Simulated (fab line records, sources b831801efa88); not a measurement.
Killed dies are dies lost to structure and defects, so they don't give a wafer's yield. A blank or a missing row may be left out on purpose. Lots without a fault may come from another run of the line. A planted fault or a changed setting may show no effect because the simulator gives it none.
Which tool did it? | flow gf180mcu | 15 lots, 45 wafers sampled, at 2 steps of a route of 602

WHAT THE GAUGES READ, wafer by wafer
GF_STI_BOW_MEAS_00. Usual: INCOMING_BOW -1 um, standard deviation 5.9.
lot  | measured    | on            | INCOMING_BOW (um) | flag
L995 | day 1 20:00 | film_metro-01 | 1 5 -11           |
L996 | day 2 01:01 | film_metro-01 | 5 -11 4           |
L997 | day 2 06:01 | film_metro-01 | -1 -1 3           |
L998 | day 2 11:00 | film_metro-01 | -2 0 -4           |
L999 | day 2 16:00 | film_metro-04 | 7 3 6             |
L100 | day 2 21:00 | film_metro-02 | -1 4 6            |
L103 | day 3 12:01 | film_metro-02 | -1 2 -15          |
L109 | day 4 18:00 | film_metro-02 | 6 -4 -1           |
L110 | day 4 23:00 | film_metro-04 | 3 -11 0           |
L111 | day 5 04:00 | film_metro-01 | -6 1 -9           |
L112 | day 5 09:01 | film_metro-04 | -4 2 10           |
L113 | day 5 14:00 | film_metro-02 | 16 0 -11          |
L114 | day 5 19:01 | film_metro-02 | -1 -5 -4          |
L115 | day 6 00:00 | film_metro-02 | -6 1 -3           |
L116 | day 6 05:04 | film_metro-02 | -4 8 5            |

GF_VT_IMPLANT_OVL_MEAS_40. Usual: VT_IMPLANT_03_OVL 0.5 nm, standard deviation 1.3.
lot  | measured     | on         | VT_IMPLANT_03_OVL (nm) | flag
L995 | day 7 22:08  | overlay-01 | -1.1 -1.4 -1.1         |
L996 | day 8 05:15  | overlay-02 | 1.2 1.5 3.0            |
L997 | day 8 15:16  | overlay-01 | -0.5 0.1 0.2           |
L998 | day 8 20:05  | overlay-01 | 0.5 -0.9 0.5           |
L999 | day 9 02:53  | overlay-01 | -0.5 0.1 0.1           |
L100 | day 9 10:25  | overlay-02 | 0.7 0.9 1.6            |
L103 | day 10 09:54 | overlay-01 | 1.1 1.1 0.5            |
L109 | day 12 02:11 | overlay-02 | 2.1 1.4 1.6            |
L110 | day 12 06:28 | overlay-01 | 1.2 -1.5 0.5           |
L111 | day 12 13:10 | overlay-01 | 2.7 2.4 2.3            |
L112 | day 12 20:35 | overlay-02 | 0.2 0.0 0.2            |
L113 | day 13 04:28 | overlay-02 | 1.5 2.2 1.9            |
L114 | day 13 09:35 | overlay-01 | -2.2 -2.2 -3.0         |
L115 | day 13 15:44 | overlay-02 | -0.2 -0.6 -1.0         |
L116 | day 14 00:32 | overlay-02 | -1.7 -0.8 1.0          |

WHICH TOOL RAN EACH LOT (tool, then ch and the chambers of the sampled wafers, then the start)
The record holds no process step before these readings.

WHAT THE TOOLS THEMSELVES READ (means of the sampled wafers that have a number; where no wafer has one, the mark that the record gives instead)
The record holds no such reading with a usual standard deviation.

THE ANSWER, worked out from the rows above alone
Rule: a lot is off if the mean of its wafers that have a number lies more than 3 standard deviations from the usual mean. A lot without any number at a reading at which 4 lots or more have one is off too. The other lots that the step has rows for count as sound. The gauges are gone through in route order, then the tools' own readings, and for those a lot's mean is taken as printed above. The first step at which some lot is off is used, and at that step the reading that is off furthest; a lot without a number counts as furthest.
No lot is off at any reading shown: from this, nothing can be told.

WHAT THE SIMULATOR HAD PUT IN
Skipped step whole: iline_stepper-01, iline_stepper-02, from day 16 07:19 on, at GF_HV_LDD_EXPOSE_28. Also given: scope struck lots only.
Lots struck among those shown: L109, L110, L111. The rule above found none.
